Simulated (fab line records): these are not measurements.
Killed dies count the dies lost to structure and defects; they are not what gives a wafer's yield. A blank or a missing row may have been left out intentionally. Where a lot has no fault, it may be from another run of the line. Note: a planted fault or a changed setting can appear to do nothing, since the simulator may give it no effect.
fab line records + flow gf180mcu
[record]
- lots = 6
- wafers = 18
- last-day = 34
route steps=602 shown STI@1
lots with no fault: from the same line, run without faults
start-h: start of the lot's first displayed wafer, in hours after the record's first day + wait-h: how many hours have passed since the lot's step before this one + " unchanged from the row above + L1.1+2: a single row standing in for several wafers + - value missing, or start not given + * or withheld: withheld + < > ~ a bound
route shown NAME@n: a module of which the file shows steps, and the number in the route of the first + usual: mean/standard deviation taken from wafers without a fault + same: alike in all rows + chamber/n: place in a boat + sites: readings site by site + _std_site: their standard deviation + _edge_site: mean of outer sites minus mean of inner sites + radius-mm: how far each site lies from the wafer's centre + mask NAME#n: copy n + behind: the tool/chamber that last shaped the wafer + hold: cause of the lot's hold/its duration in hours/its outcome + device: which transistor (n, p or np) failed to switch + end of line: tests run on the same wafers once the route is complete + where a step has no rows: the recipe by itself + killed: count of dies lost to structure and defects at first sort (not the wafer's yield) + map: dies across one wafer; x = killed, . = not, _ = none there
set.NAME: setting as actually run; set.NAME@STEP: the setting as run at that earlier step + model.NAME: the simulator's own value behind a step, which no gauge read
a table for each step, a row for each wafer; lots at some steps of the route
[[steps]]
[step GF_STI_BOW_MEAS_00]
[recipe]
- mode = bow
[usual]
- INCOMING_BOW = -1/6.1
| lot.wafer | tool          | chamber | start-h | wait-h | INCOMING_BOW[um] |
|-----------|---------------|---------|---------|--------|------------------|
| L765.1    | film-metro-01 | -       | 10.00   | -      | -2               |
| L765.4    | "             | -       | "       | "      | 6                |
| L765.5    | "             | -       | "       | "      | -9               |
| L775.1    | film-metro-04 | -       | 60.00   | -      | -7               |
| L775.5    | "             | -       | "       | "      | 4                |
| L775.6    | "             | -       | "       | "      | -10              |
| L780.1    | film-metro-03 | -       | 85.00   | -      | -3               |
| L780.2    | "             | -       | "       | "      | 3                |
| L780.5    | "             | -       | "       | "      | -1               |
| L781.1    | film-metro-04 | -       | 90.00   | -      | 3                |
| L781.5    | "             | -       | "       | "      | 2                |
| L781.6    | "             | -       | "       | "      | -3               |
| L787.1    | film-metro-03 | -       | 120.00  | -      | 9                |
| L787.2    | "             | -       | "       | "      | -8               |
| L787.6    | "             | -       | "       | "      | -6               |
| L788.2    | film-metro-04 | -       | 125.02  | -      | -2               |
| L788.5    | "             | -       | "       | "      | -1               |
| L788.6    | "             | -       | "       | "      | -7               |
[step GF_STI_OXIDATION_01]
[recipe]
- temp-c = 900
- ambient = O2
- stabilise-s = 600
- purge-s = 300
- target-thk-a = 100
- ox-time-s = 1418
[step GF_STI_THK_MEAS_02]
[recipe]
- reads = SiO2_of_STI_OXIDATION_01
[usual]
- STI_OXIDATION_THK = 10.07/0.15
| lot.wafer | tool          | chamber | start-h | wait-h | STI_OXIDATION_THK[nm] |
|-----------|---------------|---------|---------|--------|-----------------------|
| L765.1    | film-metro-04 | -       | 12.67   | 0.0    | 10.23                 |
| L765.4    | "             | -       | "       | "      | 10.06                 |
| L765.5    | "             | -       | "       | "      | 10.13                 |
| L775.1    | film-metro-03 | -       | 61.80   | 0.0    | 10.14                 |
| L775.5    | "             | -       | "       | "      | 10.04                 |
| L775.6    | "             | -       | "       | "      | 10.19                 |
| L780.1    | film-metro-04 | -       | 86.75   | 0.0    | 10.28                 |
| L780.2    | "             | -       | "       | "      | 10.28                 |
| L780.5    | "             | -       | "       | "      | 10.18                 |
| L781.1    | film-metro-04 | -       | 92.59   | 0.0    | 10.16                 |
| L781.5    | "             | -       | "       | "      | 9.84                  |
| L781.6    | "             | -       | "       | "      | 9.72                  |
| L787.1    | film-metro-01 | -       | 121.51  | 0.0    | 10.14                 |
| L787.2    | "             | -       | "       | "      | 10.08                 |
| L787.6    | "             | -       | "       | "      | 10.02                 |
| L788.2    | film-metro-04 | -       | 127.29  | 0.0    | 10.05                 |
| L788.5    | "             | -       | "       | "      | 9.95                  |
| L788.6    | "             | -       | "       | "      | 10.04                 |
[step GF_STI_CVD_03]
[recipe]
- material = Si3N4
- precursor = DCS/NH3
- target-thk-nm = 207.16
- temp-c = 770
- time-s = 3551
- pressure-mtorr = 250
[step GF_STI_THK_MEAS_04]
[recipe]
- reads = Si3N4_of_STI_CVD_03
[usual]
- STI_CVD_03_THK = 207.6/1.7
| lot.wafer | tool          | chamber | start-h | wait-h | STI_CVD_03_THK[nm] |
|-----------|---------------|---------|---------|--------|--------------------|
| L765.1    | film-metro-01 | -       | 15.71   | 0.0    | 208.0              |
| L765.4    | "             | -       | "       | "      | 210.6              |
| L765.5    | "             | -       | "       | "      | 210.1              |
| L775.1    | film-metro-01 | -       | 63.84   | 0.0    | 206.0              |
| L775.5    | "             | -       | "       | "      | 208.6              |
| L775.6    | "             | -       | "       | "      | 206.4              |
| L780.1    | film-metro-03 | -       | 88.80   | 0.0    | 205.5              |
| L780.2    | "             | -       | "       | "      | 206.8              |
| L780.5    | "             | -       | "       | "      | 205.3              |
| L781.1    | film-metro-03 | -       | 94.64   | 0.0    | 206.1              |
| L781.5    | "             | -       | "       | "      | 205.4              |
| L781.6    | "             | -       | "       | "      | 209.5              |
| L787.1    | film-metro-03 | -       | 123.56  | 0.0    | 208.2              |
| L787.2    | "             | -       | "       | "      | 209.3              |
| L787.6    | "             | -       | "       | "      | 209.9              |
| L788.2    | film-metro-01 | -       | 129.34  | 0.0    | 208.7              |
| L788.5    | "             | -       | "       | "      | 208.1              |
| L788.6    | "             | -       | "       | "      | 211.5              |
[step GF_STI_DEHYDRATE_05]
[recipe]
- temp-c = 200
- time-s = 57.14
[step GF_STI_HMDS_06]
[recipe]
- prime-time-s = 60
- prime-temp-c = 120
[step GF_STI_COAT_07]
[recipe]
- resist = KrF
- spin-rpm = withheld
- resist-thk-nm = 700
[step GF_STI_SOFTBAKE_08]
[recipe]
- temp-c = 130
- time-s = 60
- resist = KrF
[step GF_STI_EXPOSE_09]
[recipe]
- mask-id = COMP
- target-cd-nm = 220
- na = 0.68
- source-shape = conventional
- sigma-outer = 0.6
- dose-mj = 28
[step GF_STI_PEB_10]
[recipe]
- peb-temp-c = 134.6
- peb-time-s = 90
- resist = KrF
[step GF_STI_DEVELOP_11]
[recipe]
- develop-time-s = 60
- dev-temp-c = 21
[usual]
- chill-plate-temp-C = 23.03/0.11
- develop-time-s = 60/0
| lot.wafer | tool           | chamber | start-h | wait-h | chill-plate-temp-C | develop-time-s | model.KrF_of_STI_COAT_07.thk-nm |
|-----------|----------------|---------|---------|--------|--------------------|----------------|---------------------------------|
| L765.1    | litho-track-02 | 0       | 27.83   | 0.2    | 23.00              | 60             | 681.4                           |
| L765.4    | "              | 0       | "       | "      | 23.05              | 60             | 685.5                           |
| L765.5    | "              | 0       | "       | "      | 23.01              | 60             | 682.2                           |
| L775.1    | litho-track-01 | 0       | 76.65   | 0.2    | 23.12              | 60             | 684.9                           |
| L775.5    | "              | 0       | "       | "      | 22.90              | 60             | 685.9                           |
| L775.6    | "              | 0       | "       | "      | 23.07              | 60             | 684.1                           |
| L780.1    | litho-track-04 | -       | 102.01  | 0.2    | -                  | -              | 704.7                           |
| L780.2    | "              | -       | "       | "      | -                  | -              | 703.6                           |
| L780.5    | "              | -       | "       | "      | -                  | -              | 701.7                           |
| L781.1    | litho-track-02 | -       | 107.73  | 0.2    | -                  | -              | 698.7                           |
| L781.5    | "              | -       | "       | "      | -                  | -              | 699.8                           |
| L781.6    | "              | -       | "       | "      | -                  | -              | 700.6                           |
| L787.1    | litho-track-02 | 0       | 137.98  | 0.2    | 23.02              | 60             | 689.1                           |
| L787.2    | "              | 0       | "       | "      | 22.95              | 60             | 686.6                           |
| L787.6    | "              | 0       | "       | "      | 23.00              | 60             | 686.4                           |
| L788.2    | litho-track-02 | 0       | 144.41  | 0.2    | 23.04              | 60             | 685.8                           |
| L788.5    | "              | 0       | "       | "      | 22.94              | 60             | 687.6                           |
| L788.6    | "              | 0       | "       | "      | 22.88              | 60             | 683.9                           |
[step GF_STI_CD_MEAS_12]
[recipe]
- target-cd-nm = 220
[usual]
- cd-nm = 219.7/1.2
| lot.wafer | tool      | chamber | start-h | wait-h | cd-nm |
|-----------|-----------|---------|---------|--------|-------|
| L765.1    | cd-sem-01 | -       | 27.98   | 0.1    | 220.2 |
| L765.4    | "         | -       | "       | "      | 221.0 |
| L765.5    | "         | -       | "       | "      | 219.3 |
| L775.1    | cd-sem-02 | -       | 76.80   | 0.1    | 219.8 |
| L775.5    | "         | -       | "       | "      | 220.1 |
| L775.6    | "         | -       | "       | "      | 219.7 |
| L780.1    | cd-sem-01 | -       | 102.16  | 0.1    | -     |
| L780.2    | "         | -       | "       | "      | -     |
| L780.5    | "         | -       | "       | "      | -     |
| L781.1    | cd-sem-01 | -       | 107.88  | 0.1    | -     |
| L781.5    | "         | -       | "       | "      | -     |
| L781.6    | "         | -       | "       | "      | -     |
| L787.1    | cd-sem-01 | -       | 138.13  | 0.1    | 222.0 |
| L787.2    | "         | -       | "       | "      | 221.9 |
| L787.6    | "         | -       | "       | "      | 222.4 |
| L788.2    | cd-sem-01 | -       | 144.55  | 0.1    | 218.3 |
| L788.5    | "         | -       | "       | "      | 217.8 |
| L788.6    | "         | -       | "       | "      | 218.8 |
[[key]]
[first-sign]
- step = GF_STI_DEVELOP_11
- reading = tool-record
- direction = missing
effect none on later readings
[model-effect]
- step = GF_STI_DEVELOP_11
- value = KrF_of_STI_COAT_07.thk-nm
- without = 686.6
- struck = 701.5
met-at GF_STI_DEVELOP_11
struck-wafers L780.1,L780.2,L780.5,L781.1,L781.5,L781.6
later-rows-left-out L780.1,L780.2,L780.5,L781.1,L781.5,L781.6
sort-left-out L780.1,L780.2,L780.5,L781.1,L781.5,L781.6
tester-left-out L780,L781
onset-between 27.83 102.01
[fault]
- kind = skipped-step-whole
- tool = litho-track-02,litho-track-04
- chamber = -
- onset-h = 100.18
- steps = GF_STI_DEVELOP_11
- scope = struck-lots-only
// tester-left-out: of these lots the tester's yield and bins aren't shown, on N5 and GAA mostly nor the transistor test; their killed dies are dies lost to structure and defects alone, not to doping, threshold or leakage, so they don't give the yield
// sort-left-out: the simulated sort isn't trusted on such a fault, so these wafers' sort isn't shown, and their yield isn't known
// later-rows-left-out: the simulator's readings of these wafers behind a module that went badly wrong aren't trusted and aren't shown, but for the sort
